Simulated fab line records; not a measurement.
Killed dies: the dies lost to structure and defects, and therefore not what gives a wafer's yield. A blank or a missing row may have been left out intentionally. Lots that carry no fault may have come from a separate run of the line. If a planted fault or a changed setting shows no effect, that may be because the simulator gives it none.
Which of the tools did it? :: flow sky130 :: 18 wafers from 6 lots sampled at 4 of the route's 708 steps

== WHAT THE GAUGES SHOWED, per wafer ==
SKY_VIA1_THK_MEAS_23: measures by xrf.
lot: L447
measured: day 34 12:19
on: film metro-02
VIA1_W_THK (nm): 278 272 275

lot: L450
measured: day 36 08:22
on: film metro-02
VIA1_W_THK (nm): 275 272 271

lot: L452
measured: day 36 11:04
on: film metro-04
VIA1_W_THK (nm): 267 266 269

lot: L455
measured: day 37 12:52
on: film metro-02
VIA1_W_THK (nm): 275 271 267

lot: L460
measured: day 39 05:25
on: film metro-04
VIA1_W_THK (nm): 268 264 269

lot: L468
measured: day 41 14:48
on: film metro-01
VIA1_W_THK (nm): 274 275 275

== WHICH TOOL RAN EACH LOT (tool, then ch and the chambers of the sampled wafers, then the start) ==
lot: L447
SKY_VIA1_CMP_02: cmp-01 ch 0,3, day 33 08:26
SKY_VIA1_ETCH_14: rie diel-01 ch 1,2,3, day 34 11:17
SKY_VIA1_ETCH_15: rie diel-01 ch 1,2,3, day 34 11:20

lot: L450
SKY_VIA1_CMP_02: cmp-01 ch 0,1, day 35 05:28
SKY_VIA1_ETCH_14: rie diel-02 ch 2,3, day 36 07:23
SKY_VIA1_ETCH_15: rie diel-02 ch 2,3, day 36 07:26

lot: L452
SKY_VIA1_CMP_02: cmp-01 ch 0,2,3, day 35 07:44
SKY_VIA1_ETCH_14: rie diel-04 ch 0,1, day 36 10:02
SKY_VIA1_ETCH_15: rie diel-04 ch 0,1, day 36 10:05

lot: L455
SKY_VIA1_CMP_02: cmp-02 ch 1,2, day 36 09:48
SKY_VIA1_ETCH_14: rie diel-01 ch 1,2,3, day 37 11:53
SKY_VIA1_ETCH_15: rie diel-01 ch 1,2,3, day 37 11:56

lot: L460
SKY_VIA1_CMP_02: cmp-01 ch 0,1, day 38 02:41
SKY_VIA1_ETCH_14: rie diel-02 ch 2,3, day 39 04:26
SKY_VIA1_ETCH_15: rie diel-02 ch 2,3, day 39 04:29

lot: L468
SKY_VIA1_CMP_02: cmp-01 ch 1,3, day 40 13:19
SKY_VIA1_ETCH_14: rie diel-04 ch 0,2, day 41 13:50
SKY_VIA1_ETCH_15: rie diel-04 ch 0,2, day 41 13:53
- SKY_VIA1_CMP_02: polishes SiO2.
- SKY_VIA1_ETCH_14: etches BARC in N2/H2, stops on SiO2, time 45.9 s, target depth 60 nm.
- SKY_VIA1_ETCH_15: etches SiO2 in C4F8/O2/Ar, stops on TiN, target depth 351 nm, time 54 s.

== THE ANSWER, worked out from the rows above alone ==
Rule: the usual values come from the lots themselves. Put in order of their means at a reading, lots are off if they are a third of the lots or fewer, leave a main group of 4 or more, and stand apart from it by a gap of 3 or more times the standard deviation of the main group's means; of several such gaps the widest counts. The tables above print the reading to a certain number of digits; a main group whose means all agree to those digits is not used. A lot without any number at a reading at which 4 lots or more have one is off too. Where the step has rows for the other lots, those lots are counted as sound.
No lot is off at any reading shown: from this, nothing can be told.

== WHAT THE SIMULATOR HAD INSERTED ==
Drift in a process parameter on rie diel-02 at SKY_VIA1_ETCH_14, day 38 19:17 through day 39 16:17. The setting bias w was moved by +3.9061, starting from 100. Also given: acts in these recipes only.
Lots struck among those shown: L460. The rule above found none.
